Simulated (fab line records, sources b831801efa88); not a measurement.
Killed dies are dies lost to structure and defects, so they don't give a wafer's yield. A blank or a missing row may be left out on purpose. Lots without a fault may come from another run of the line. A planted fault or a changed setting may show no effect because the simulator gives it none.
A struck lot beside a sound one | flow sky130 | 16 steps out of a route of 708
Sound: wafers L619.1, L619.2, L619.6. Struck: wafers L624.2, L624.6. (L624.3 of the same lot was not struck and is left out.) The cause comes at the end.
At each step with rows: each side's tool, then ch and its chambers, then its first start. Under that, the readings that differ: sound wafers | struck wafers | difference of the means | sigmas: that difference in standard deviations of wafers without a fault.
alike: readings whose means differ by less than 2 such deviations, and words and numbers that are the same on both sides. not compared: withheld readings, readings that some wafer has no value for, bounds like >300 that may hide the same value, and numbers for which the record gives no deviation and whose values overlap.
The two part at a step that has a row with sigmas, a row that says differs or no value, or rows on one side only. Numbers that don't overlap but have no deviation are shown without sigmas and don't part them. A reading that every wafer of one side lacks parts them only if that side has two wafers or more.

SKY_CAPM_THK_MEAS_01:
  sound on film_metro-04, day 36 15:10; struck on film_metro-03, day 38 17:11
  alike: CAPM_CVD_00_THK
SKY_CAPM_SPUTTER_02: material TiN, target thk 200 nm, time 166.7 s.
  sound on pvd_sputter-02, day 36 15:13; struck on pvd_sputter-02, day 38 17:14
  alike: throttle_valve_pct
SKY_CAPM_RS_MEAS_03: measures by four-point-probe.
  sound on film_metro-01, day 36 15:20; struck on film_metro-04, day 38 17:22
  alike: CAPM_TIN_RS
SKY_CAPM_THK_MEAS_04: measures by xrf.
  sound on film_metro-01, day 36 15:27; struck on film_metro-04, day 38 17:28
  alike: CAPM_TIN_THK
then, 7 steps without rows for these wafers: SKY_CAPM_DEHYDRATE_05 (time 60 s); SKY_CAPM_HMDS_06 (prime time 60 s); SKY_CAPM_COAT_07 (resist thk 1140 nm); SKY_CAPM_SOFTBAKE_08 (time 60 s); SKY_CAPM_EXPOSE_09 (exposes mask CAPM, target cd 1000 nm); SKY_CAPM_PEB_10; SKY_CAPM_DEVELOP_11 (develop time 60 s).
SKY_CAPM_OVL_MEAS_12:
  sound on overlay-01, day 37 17:07; struck on overlay-02, day 39 17:27
  alike: CAPM_OVL
SKY_CAPM_METAL_ETCH_13: etches TiN in Cl2/BCl3, stops on SiO2, target depth 220 nm, time 62.9 s.
  sound on rie_metal-02 ch 0,1, day 37 17:09; struck on rie_metal-04 ch 0, day 39 17:29
  reading                                   | sound                | struck        | difference | sigmas
  oes_product_au (a.u.)                     | 0.939 0.937 0.941    | 0.992 0.995   | +0.055     | +9
  run_length_s (s)                          | 90.9 90.6 90.6       | 85.4 85.6     | -5.2       | -13
  throttle_valve_pct (%)                    | 21.892 21.917 21.894 | 21.876 21.871 | -0.027     | -3
  model.NOVOLAK_of_CAPM_COAT_07.thk_nm (nm) | 1001 993.7 997.4     | 1008 1008     | +11        |
  model.CAPM.feature_depth_nm (nm)          | 201.2 199.1 199.8    | 195.7 196.4   | -4.0       |
  model.etch.depth_nm (nm)                  | 201.2 199.1 199.8    | 195.7 196.4   | -4.0       |
  alike: drypump_motor_current_A, mfc_cl2_sccm
  not compared: rf_hours_counter_h
SKY_CAPM_STRIP_14: strips in O2/N2.
  sound on plasma_asher-03 ch 0,1, day 37 17:14; struck on plasma_asher-04 ch 0,1, day 39 17:34
  reading                      | sound             | struck      | difference | sigmas
  strip_time_to_endpoint_s (s) | 12.75 12.65 12.71 | 12.81 12.83 | +0.12      | +3
  alike: drypump_motor_current_A, oes_product_au
  not compared: rf_hours_counter_h
then, 1 step without rows for these wafers: SKY_CAPM_STRIP_15 (strips in post etch residue remover, time 1200 s).
-- the record jumps here: 8 days lie between the struck wafers' starts before and after (it left off in module CAPM and takes up again in module PAD_OPEN, whose first step shown is number 708 of the route) --
SKY_PAD_OPEN_PROBE_99:
  sound on prober-01, day 45 18:46; struck on prober-02, day 47 13:29
  reading                                    | sound                          | struck      | difference | sigmas
  model.etest.met3.line_ohm_um               | 0.1441 0.1444 0.1438           | 769.4 797.3 | +783.2     |
  model.etest.via3_chain.rc_ohm              | 9.954 10.07 10.02              | 584.4 574.6 | +569.5     |
  model.etest.tester.sort_n_pass             | 391 406 408                    | 0 0         | -402       |
  model.etest.met3.rs_ohm_sq                 | 0.04346 0.0432 0.04304         | 231.2 239.2 | +235.2     |
  model.etest.tester.sort_yield_pct (%)      | 79.47 82.52 82.93              | 0 0         | -82        |
  model.etest.met3.rs_ohm_sq_rim_less_centre | -0.0007671 9.984e-05 0.0004279 | 28.12 142.2 | +85.16     |
  model.etest.tester.sort_bin_4_pct (%)      | 0 0 0                          | 84.55 81.1  | +82.82     |
  model.etest.cap_ono.under_floor            | 0 0 0                          | 1 1         | +1         |
  alike: defect_limited_yield, killed_at_M0_to_M3, killed_at_M4_up, killed_at_contacts, killed_at_front_end, killed_at_other, killed_dies, killed_open, killed_short

WHERE THEY PART
First at SKY_CAPM_METAL_ETCH_13; last, within this record, at SKY_CAPM_STRIP_14. Later steps at which nothing parts them and some readings are alike: SKY_PAD_OPEN_PROBE_99.

WHY: what the simulator had put in
Process parameter drift: rie_metal-04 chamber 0, from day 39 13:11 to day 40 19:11, at SKY_CAPM_METAL_ETCH_13. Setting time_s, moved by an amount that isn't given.
